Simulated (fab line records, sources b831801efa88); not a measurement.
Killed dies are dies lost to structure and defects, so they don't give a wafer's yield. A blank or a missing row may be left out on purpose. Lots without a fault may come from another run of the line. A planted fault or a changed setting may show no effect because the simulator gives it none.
A struck lot beside a sound one | flow sky130 | 43 steps out of a route of 708
Sound: wafers L684.1, L684.4, L684.5. Struck: wafer L690.1. (L690.2, L690.6 of the same lot were not struck and are left out.) The cause comes at the end.
At each step with rows: each side's tool, then ch and its chambers, then its first start. Under that, the readings that differ: sound wafers | struck wafers | difference of the means | sigmas: that difference in standard deviations of wafers without a fault.
alike: readings whose means differ by less than 2 such deviations, and words and numbers that are the same on both sides. not compared: withheld readings, readings that some wafer has no value for, bounds like >300 that may hide the same value, and numbers for which the record gives no deviation and whose values overlap.
The two part at a step that has a row with sigmas, a row that says differs or no value, or rows on one side only. Numbers that don't overlap but have no deviation are shown without sigmas and don't part them. A reading that every wafer of one side lacks parts them only if that side has two wafers or more.

SKY_SONOS_ONO_THK_MEAS_05:
  sound on film_metro-04, day 11 11:08; struck on film_metro-04, day 13 19:14
  alike: SONOS_ONO_CVD_04_THK
then, 7 steps without rows for these wafers: SKY_SONOS_ONO_DEHYDRATE_06 (time 60 s); SKY_SONOS_ONO_HMDS_07 (prime time 60 s); SKY_SONOS_ONO_COAT_08 (resist thk 1140 nm); SKY_SONOS_ONO_SOFTBAKE_09 (time 60 s); SKY_SONOS_ONO_EXPOSE_10 (exposes mask ONOM, target cd 410 nm); SKY_SONOS_ONO_PEB_11; SKY_SONOS_ONO_DEVELOP_12 (develop time 60 s).
SKY_SONOS_ONO_CD_MEAS_13: target cd 410 nm.
  sound on cd_sem-02, day 12 10:45; struck on cd_sem-02, day 14 20:41
  alike: cd_nm
SKY_SONOS_ONO_OVL_MEAS_14:
  sound on overlay-02, day 12 10:52; struck on overlay-01, day 14 20:48
  reading            | sound       | struck | difference | sigmas
  SONOS_ONO_OVL (nm) | 0.4 2.7 0.4 | 5.7    | +4.5       | +3
SKY_SONOS_ONO_ETCH_15: etches the open film in CHF3/O2, target depth 19.52 nm, time 7.8 s.
  sound on rie_diel-01 ch 0,2,3, day 12 10:54; struck on rie_diel-02 ch 0, day 14 20:50
  alike: drypump_motor_current_A, oes_product_au, throttle_valve_pct
  not compared: rf_hours_counter_h
then, 1 step without rows for these wafers: SKY_SONOS_ONO_WET_ETCH_16 (etches SiO2 in dHF, target depth 14 nm, time 276.5 s).
SKY_SONOS_ONO_STRIP_17: strips in O2/N2.
  sound on plasma_asher-02 ch 0, day 12 11:01; struck on plasma_asher-01 ch 0, day 14 20:57
  alike: drypump_motor_current_A, oes_product_au, strip_time_to_endpoint_s
  not compared: rf_hours_counter_h
then, 3 steps without rows for these wafers: SKY_SONOS_ONO_WET_ETCH_18 (etches Si3N4 in H3PO4, target depth 15 nm, time 172 s); SKY_GATE_OXIDE_CLEAN_00 (cleans in SC1/SC2, time 150 s); SKY_GATE_OXIDE_OXIDATION_01 (stabilise 600 s, purge 300 s, target thk 10.268 nm).
SKY_GATE_OXIDE_THK_MEAS_02:
  sound on film_metro-01, day 12 13:17; struck on film_metro-03, day 14 23:44
  alike: GATE_OXIDE_OXIDATION_00_THK
then, 7 steps without rows for these wafers: SKY_GATE_OXIDE_DEHYDRATE_03 (time 60 s); SKY_GATE_OXIDE_HMDS_04 (prime time 60 s); SKY_GATE_OXIDE_COAT_05 (resist thk 1140 nm); SKY_GATE_OXIDE_SOFTBAKE_06 (time 60 s); SKY_GATE_OXIDE_EXPOSE_07 (exposes mask LVOM, target cd 600 nm); SKY_GATE_OXIDE_PEB_08; SKY_GATE_OXIDE_DEVELOP_09 (develop time 60 s).
SKY_GATE_OXIDE_OVL_MEAS_10:
  sound on overlay-01, day 13 13:50; struck on overlay-02, day 16 03:41
  alike: GATE_OXIDE_OVL
then, 2 steps without rows for these wafers: SKY_GATE_OXIDE_IMPLANT_11; SKY_GATE_OXIDE_WET_ETCH_12 (etches SiO2 in dHF, target depth 16.8 nm, time 336 s).
SKY_GATE_OXIDE_STRIP_13: strips in O2/N2.
  sound on plasma_asher-03 ch 0,1, day 13 14:08; struck on plasma_asher-04 ch 0, day 16 03:58
  reading                     | sound       | struck | difference | sigmas
  drypump_motor_current_A (A) | 6.4 6.4 6.4 | 5.4    | -1.0       | -2
  alike: oes_product_au, strip_time_to_endpoint_s
  not compared: rf_hours_counter_h
SKY_GATE_OXIDE_TW_MEAS_14:
  sound on film_metro-03, day 13 14:14; struck on film_metro-01, day 16 04:04
  alike: GATE_OXIDE_TW
then, 3 steps without rows for these wafers: SKY_GATE_OXIDE_CLEAN_15 (cleans in SC1/SC2, time 150 s); SKY_GATE_OXIDE_OXIDATION_16 (stabilise 600 s, purge 300 s, target thk 3.57 nm); SKY_POLY_GATE_CVD_00 (deposits poly-Si, target thk 180 nm, time 720 s).
SKY_POLY_GATE_THK_MEAS_01:
  sound on film_metro-04, day 13 18:17; struck on film_metro-01, day 16 07:17
  alike: POLY_GATE_CVD_00_THK
then, 8 steps without rows for these wafers: SKY_RES_PROTECT_DEHYDRATE_00 (time 60 s); SKY_RES_PROTECT_HMDS_01 (prime time 60 s); SKY_RES_PROTECT_COAT_02 (resist thk 1140 nm); SKY_RES_PROTECT_SOFTBAKE_03 (time 60 s); SKY_RES_PROTECT_EXPOSE_04 (exposes mask RPM, target cd 1270 nm); SKY_RES_PROTECT_PEB_05; SKY_RES_PROTECT_DEVELOP_06 (develop time 60 s); SKY_POLY_GATE_IMPLANT_02.
SKY_RES_PROTECT_STRIP_07: strips in O2/N2.
  sound on plasma_asher-02 ch 0,1, day 14 20:23; struck on plasma_asher-03 ch 1, day 17 12:29
  reading                      | sound             | struck | difference | sigmas
  strip_time_to_endpoint_s (s) | 23.42 23.40 23.40 | 23.29  | -0.12      | -3
  alike: drypump_motor_current_A, oes_product_au
  not compared: rf_hours_counter_h
-- the record jumps here: 30 days lie between the struck wafers' starts before and after (it left off in module RES_PROTECT and takes up again in module PAD_OPEN, whose first step shown is number 708 of the route) --
SKY_PAD_OPEN_PROBE_99:
  sound on prober-01, day 45 15:36; struck on prober-02, day 47 08:04
  reading             | sound    | struck | difference | sigmas
  killed_at_front_end | 21 26 15 | 59     | +38        | +8
  killed_dies         | 99 98 74 | 131    | +41        | +4
  alike: killed_at_M0_to_M3, killed_at_M4_up, killed_at_contacts, killed_at_other, killed_open, killed_short

WHERE THEY PART
First at SKY_SONOS_ONO_OVL_MEAS_14; last, within this record, at SKY_PAD_OPEN_PROBE_99.

WHY: what the simulator had put in
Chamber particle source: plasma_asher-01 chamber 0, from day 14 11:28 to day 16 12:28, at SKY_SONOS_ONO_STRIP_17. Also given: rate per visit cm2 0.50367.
